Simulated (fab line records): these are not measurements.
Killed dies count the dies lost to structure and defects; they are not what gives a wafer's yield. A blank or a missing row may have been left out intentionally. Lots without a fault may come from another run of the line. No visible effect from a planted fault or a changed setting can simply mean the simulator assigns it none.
Check of tool commonality | flow sky130 | 42 wafers sampled across 14 lots

== WHY THIS WAS OPENED ==
At SKY_POLY_GATE_OVL_MEAS_14 the reading POLY_GATE_OVL is flagged on 3 of 14 lots. Wafers without a fault read 0 nm, standard deviation 4.7.
Rule: a lot is flagged when every wafer of it that has a number lies more than 4 standard deviations from that mean, or none has a number. The rest of the lots are taken to be sound.

lot  | measured     | on         | POLY_GATE_OVL (nm), wafer by wafer | flag
L835 | day 17 13:46 | overlay-02 | -5 -7 -4                           |
L836 | day 17 18:55 | overlay-02 | 4 -4 5                             |
L838 | day 18 03:25 | overlay-01 | -3 -4 3                            |
L837 | day 18 08:55 | overlay-02 | 1 1 -3                             |
L839 | day 18 18:30 | overlay-01 | 0 0 -2                             |
L840 | day 19 05:33 | overlay-01 | -2 3 7                             |
L841 | day 19 12:01 | overlay-01 | -2 0 3                             |
L842 | day 19 17:25 | overlay-01 | 33 35 33                           | FLAGGED
L843 | day 20 01:42 | overlay-01 | -5 -3 0                            |
L844 | day 20 17:14 | overlay-01 | 27 30 28                           | FLAGGED
L847 | day 22 03:31 | overlay-01 | 39 36 39                           | FLAGGED
L853 | day 23 20:15 | overlay-01 | 4 -2 7                             |
L855 | day 24 06:04 | overlay-02 | 5 8 4                              |
L858 | day 25 05:51 | overlay-02 | -6 -2 -14                          |
Average over the flagged lots: 33 nm; offset from the usual +33 nm, equal to +7 standard deviations.

== EACH LOT AND THE TOOL IT RAN ON ==
The record keeps 1 process step preceding the reading, out of 708 steps on the route. Each cell gives the tool, then ch followed by the chambers the sampled wafers passed through, then the start.
lot  | flag    | SKY_POLY_GATE_EXPOSE_10
L835 |         | krf scanner-01 ch 0, day 16 22:51
L836 |         | krf scanner-02 ch 0, day 17 03:10
L838 |         | krf scanner-02 ch 0, day 17 12:43
L837 |         | krf scanner-02 ch 0, day 17 17:30
L839 |         | krf scanner-01 ch 0, day 18 03:02
L840 |         | krf scanner-02 ch 0, day 18 13:25
L841 |         | krf scanner-02 ch 0, day 18 19:37
L842 | FLAGGED | krf scanner-02 ch 0, day 19 02:11
L843 |         | krf scanner-01 ch 0, day 19 09:17
L844 | FLAGGED | krf scanner-02 ch 0, day 20 00:50
L847 | FLAGGED | krf scanner-02 ch 0, day 21 11:26
L853 |         | krf scanner-01 ch 0, day 23 05:05
L855 |         | krf scanner-01 ch 0, day 23 15:09
L858 |         | krf scanner-01 ch 0, day 24 15:28
What these steps do:
- SKY_POLY_GATE_EXPOSE_10: exposes mask P1M, target cd 150 nm.
- SKY_POLY_GATE_OVL_MEAS_14

== FLAGGED AGAINST TOTAL, ONE TOOL AT A TIME (gauges that did the reading follow at the end) ==
step                      | tool           | lots run | flagged | share of the flagged lots | sound lots run after its first flagged lot
SKY_POLY_GATE_EXPOSE_10   | krf scanner-01 | 6        | 0       | none                      | -
SKY_POLY_GATE_EXPOSE_10   | krf scanner-02 | 8        | 3       | all                       | 0
SKY_POLY_GATE_OVL_MEAS_14 | overlay-01     | 9        | 3       | all                       | 2 (L843,L853)
SKY_POLY_GATE_OVL_MEAS_14 | overlay-02     | 5        | 0       | none                      | -

== WHAT THE TABLE PERMITS ==
2 rows of the table ran every flagged lot: krf scanner-02 at SKY_POLY_GATE_EXPOSE_10, overlay-01 at SKY_POLY_GATE_OVL_MEAS_14.
- krf scanner-02 at SKY_POLY_GATE_EXPOSE_10: 3 of its 8 lots flagged. A fault beginning between L841 (day 18 19:37), its last sound lot, and L842 (day 19 02:11), its first flagged one, fits the data.
- overlay-01 at SKY_POLY_GATE_OVL_MEAS_14: 3 of its 9 lots flagged. Sound lots followed the first flagged one (L843, L853) on it, something a lasting fault affecting the whole tool could not allow.
Just one tool remains: krf scanner-02 at SKY_POLY_GATE_EXPOSE_10.

== WHAT THE SIMULATOR HAD PUT IN ==
Scanner matching overlay: krf scanner-02, from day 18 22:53 on, at SKY_POLY_GATE_EXPOSE_10. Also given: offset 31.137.
Struck lots among those shown: L842, L844, L847. The rule above reached the same finding.
